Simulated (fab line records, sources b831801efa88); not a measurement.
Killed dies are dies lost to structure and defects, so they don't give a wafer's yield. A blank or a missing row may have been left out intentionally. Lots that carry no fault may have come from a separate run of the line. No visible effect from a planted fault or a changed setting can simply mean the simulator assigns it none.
Which tool was responsible? + flow gf180mcu + Sampling: 12 lots, 36 wafers, 6 of 602 route steps

## WHAT EACH GAUGE READ, for each wafer
GF_HV_LDD_OVL_MEAS_32.
| lot  | measured     | on         | HV_LDD_02_OVL (nm) |
|------|--------------|------------|--------------------|
| L735 | day 11 12:07 | overlay-02 | 1.4 0.3 -0.6       |
| L736 | day 11 19:56 | overlay-01 | -0.5 -1.3 -1.8     |
| L738 | day 12 13:49 | overlay-02 | 3.6 2.4 3.0        |
| L739 | day 12 22:05 | overlay-01 | 3.1 0.6 0.5        |
| L740 | day 13 04:22 | overlay-02 | 0.5 0.4 0.0        |
| L741 | day 13 09:59 | overlay-02 | 2.9 1.9 2.2        |
| L742 | day 13 18:40 | overlay-02 | 0.8 1.6 2.0        |
| L744 | day 14 10:31 | overlay-01 | 0.0 0.8 -0.7       |
| L745 | day 14 19:32 | overlay-02 | 0.0 -0.7 -0.5      |
| L749 | day 16 02:40 | overlay-02 | -2.6 -4.0 -3.7     |
| L750 | day 16 09:46 | overlay-02 | -0.2 -0.5 0.1      |
| L751 | day 16 20:16 | overlay-01 | -1.2 -0.8 -0.4     |

GF_PSD_RS_MEAS_14: uses a four-point probe to measure.
| lot  | measured     | on           | NSD_RS (ohm/sq)   |
|------|--------------|--------------|-------------------|
| L735 | day 14 03:45 | filmMetro-01 | 46.09 46.26 46.15 |
| L736 | day 14 12:55 | filmMetro-02 | 46.05 46.12 46.12 |
| L738 | day 15 09:27 | filmMetro-01 | 46.28 46.34 46.23 |
| L739 | day 15 17:41 | filmMetro-02 | 46.20 46.28 46.17 |
| L740 | day 15 23:50 | filmMetro-03 | 46.10 46.23 46.21 |
| L741 | day 16 06:28 | filmMetro-01 | 46.34 46.27 46.22 |
| L742 | day 16 15:51 | filmMetro-02 | 46.10 46.14 46.07 |
| L744 | day 17 08:25 | filmMetro-02 | 46.22 46.17 46.11 |
| L745 | day 17 20:08 | filmMetro-01 | 46.30 46.25 46.42 |
| L749 | day 19 04:46 | filmMetro-02 | 46.15 46.19 46.24 |
| L750 | day 19 13:38 | filmMetro-01 | 44.12 44.10 44.12 |
| L751 | day 19 23:28 | filmMetro-01 | 44.16 44.17 44.13 |

GF_PSD_RS_MEAS_15: uses a four-point probe to measure.
| lot  | measured     | on           | PSD_RS (ohm/sq)      |
|------|--------------|--------------|----------------------|
| L735 | day 14 03:52 | filmMetro-01 | 108.86 109.35 108.63 |
| L736 | day 14 13:02 | filmMetro-02 | 108.66 108.47 108.64 |
| L738 | day 15 09:34 | filmMetro-01 | 108.89 108.78 108.80 |
| L739 | day 15 17:49 | filmMetro-02 | 108.98 108.98 108.71 |
| L740 | day 15 23:57 | filmMetro-03 | 108.58 108.43 108.49 |
| L741 | day 16 06:35 | filmMetro-01 | 108.79 108.34 108.75 |
| L742 | day 16 15:58 | filmMetro-02 | 108.37 108.32 108.38 |
| L744 | day 17 08:32 | filmMetro-02 | 108.91 108.80 108.67 |
| L745 | day 17 20:16 | filmMetro-01 | 109.08 108.64 109.09 |
| L749 | day 19 04:53 | filmMetro-02 | 108.64 108.68 108.87 |
| L750 | day 19 13:45 | filmMetro-01 | 104.31 104.50 104.56 |
| L751 | day 19 23:35 | filmMetro-01 | 104.51 104.81 104.29 |

GF_CONTACT_THK_MEAS_03.
| lot  | measured     | on           | CONTACT_CVD_02_THK (nm) |
|------|--------------|--------------|-------------------------|
| L735 | day 15 01:49 | filmMetro-04 | 847 864 857             |
| L736 | day 15 11:22 | filmMetro-01 | 878 863 854             |
| L738 | day 16 08:37 | filmMetro-04 | 841 843 849             |
| L739 | day 16 16:59 | filmMetro-02 | 861 859 876             |
| L740 | day 16 23:46 | filmMetro-02 | 847 854 864             |
| L741 | day 17 06:26 | filmMetro-04 | 860 863 867             |
| L742 | day 17 15:48 | filmMetro-01 | 849 847 856             |
| L744 | day 18 09:13 | filmMetro-01 | 856 858 874             |
| L745 | day 18 21:52 | filmMetro-01 | 858 844 856             |
| L749 | day 20 06:39 | filmMetro-04 | 841 840 858             |
| L750 | day 20 15:34 | filmMetro-02 | 848 850 841             |
| L751 | day 21 00:48 | filmMetro-04 | 845 851 850             |

## WHAT TOOL EACH LOT RAN ON (gives the tool, then ch and the chambers of the sampled wafers, and finally the start)
| lot  | GF_PSD_RTA_13                   | GF_SAB_STRIP_13                     |
|------|---------------------------------|-------------------------------------|
| L735 | rtpAnneal-02 ch 0, day 14 03:40 | plasmaAsher-01 ch 0,1, day 15 00:55 |
| L736 | rtpAnneal-01 ch 0, day 14 12:49 | plasmaAsher-02 ch 0,1, day 15 10:23 |
| L738 | rtpAnneal-01 ch 0, day 15 09:22 | plasmaAsher-01 ch 0,1, day 16 07:40 |
| L739 | rtpAnneal-01 ch 0, day 15 17:35 | plasmaAsher-04 ch 0,1, day 16 16:05 |
| L740 | rtpAnneal-01 ch 0, day 15 23:44 | plasmaAsher-04 ch 0,1, day 16 22:52 |
| L741 | rtpAnneal-01 ch 0, day 16 06:23 | plasmaAsher-01 ch 0,1, day 17 05:32 |
| L742 | rtpAnneal-02 ch 0, day 16 15:43 | plasmaAsher-01 ch 0,1, day 17 14:54 |
| L744 | rtpAnneal-01 ch 0, day 17 08:20 | plasmaAsher-04 ch 0,1, day 18 08:16 |
| L745 | rtpAnneal-01 ch 0, day 17 20:03 | plasmaAsher-04 ch 0,1, day 18 20:58 |
| L749 | rtpAnneal-02 ch 0, day 19 04:41 | plasmaAsher-04 ch 0,1, day 20 05:45 |
| L750 | rtpAnneal-01 ch 0, day 19 13:33 | plasmaAsher-04 ch 0,1, day 20 14:40 |
| L751 | rtpAnneal-01 ch 0, day 19 23:22 | plasmaAsher-02 ch 0,1, day 20 23:55 |
- GF_PSD_RTA_13: time 20 s.
- GF_SAB_STRIP_13: strips in O2/N2.

## WHAT THE TOOLS THEMSELVES READ (means of the sampled wafers that have a number; where no wafer has one, the mark that the record gives instead)
GF_PSD_RTA_13.
| lot  | tool         | lampPowerPct (%) | runLengthS (s) | wafer_temp_C_max |
|------|--------------|------------------|----------------|------------------|
| L735 | rtpAnneal-02 | 30.3             | 48.31          | 1029.4           |
| L736 | rtpAnneal-01 | 27.0             | 48.71          | 1028.7           |
| L738 | rtpAnneal-01 | 27.0             | 48.86          | 1029.8           |
| L739 | rtpAnneal-01 | 27.0             | 48.70          | 1029.1           |
| L740 | rtpAnneal-01 | 27.0             | 48.84          | 1028.6           |
| L741 | rtpAnneal-01 | 27.0             | 48.78          | 1028.4           |
| L742 | rtpAnneal-02 | 30.2             | 48.21          | 1028.7           |
| L744 | rtpAnneal-01 | 27.0             | 48.89          | 1028.2           |
| L745 | rtpAnneal-01 | 27.1             | 48.72          | 1029.1           |
| L749 | rtpAnneal-02 | 30.2             | 48.08          | 1030.7           |
| L750 | rtpAnneal-01 | 27.0             | 58.79          | 1028.5           |
| L751 | rtpAnneal-01 | 27.0             | 59.06          | 1028.9           |

GF_SAB_STRIP_13.
| lot  | tool           | drypumpMotorCurrentA (A) | heaterPowerW (W) | oesProductAu (a.u.) | stripTimeToEndpointS (s) |
|------|----------------|--------------------------|------------------|---------------------|--------------------------|
| L735 | plasmaAsher-01 | 6.33                     | 333              | 0.714               | 12.55                    |
| L736 | plasmaAsher-02 | 6.05                     | 371              | 0.710               | 12.61                    |
| L738 | plasmaAsher-01 | 6.35                     | 331              | 0.711               | 12.58                    |
| L739 | plasmaAsher-04 | 5.90                     | 361              | 0.709               | 12.61                    |
| L740 | plasmaAsher-04 | 5.93                     | 380              | 0.707               | 12.61                    |
| L741 | plasmaAsher-01 | 6.06                     | 341              | 0.709               | 12.59                    |
| L742 | plasmaAsher-01 | 6.35                     | 330              | 0.710               | 12.61                    |
| L744 | plasmaAsher-04 | 5.88                     | 360              | 0.709               | 12.64                    |
| L745 | plasmaAsher-04 | 5.91                     | 360              | 0.709               | 12.63                    |
| L749 | plasmaAsher-04 | 5.89                     | 366              | 0.711               | 12.63                    |
| L750 | plasmaAsher-04 | 5.91                     | 378              | 0.710               | 12.57                    |
| L751 | plasmaAsher-02 | 6.06                     | 366              | 0.709               | 12.60                    |

## THE ANSWER, worked out from the rows above alone
Rule: usual is defined by the lots themselves. The widest of any qualifying gaps counts: lots, ordered by their means at a reading, are off when they make up no more than a third of the lots, leave a main group of 4 or more, and stand apart from it by 3 or more times the standard deviation of that group's means. A main group is skipped when, at the precision printed for the reading in the tables above, its means are all equal. Also off: a lot with no number at a reading for which 4 or more lots have one. All remaining lots with rows at the step are treated as sound. First the gauges in route order, then the tools' own readings, where a lot's mean is used as printed above. At the first step where some lot is off, the reading lying furthest off is the one used; lots without a number count as furthest.
Off: L750, L751, at GF_PSD_RS_MEAS_14 (NSD_RS). For the main group the mean is 46.20 ohm/sq and the standard deviation 0.071.
A tool fits if, at a process step before that reading, it ran every lot that is off, and no sound lot after the first of them. The gauges at GF_PSD_RS_MEAS_14 aren't tried: what is off there is off at GF_PSD_RTA_13 too, on other tools, and a gauge's error can't cause that. One fits: rtpAnneal-01 at GF_PSD_RTA_13. Its last sound lot is L745 (day 17 20:03), its first lot that is off L750 (day 19 13:33): a fault that began between those two fits.
On the lots that are off, the tool's own readings at GF_PSD_RTA_13 differ by more than 5 times the standard deviation of the sound lots' means, which bears it out; runLengthS reads 58.92 s there versus 48.61 s on the sound lots.

## WHAT WAS PUT IN BY THE SIMULATOR
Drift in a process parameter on rtpAnneal-01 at GF_PSD_RTA_13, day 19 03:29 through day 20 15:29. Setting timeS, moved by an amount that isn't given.
Lots struck among those shown: L750, L751. Same finding as the rule above.
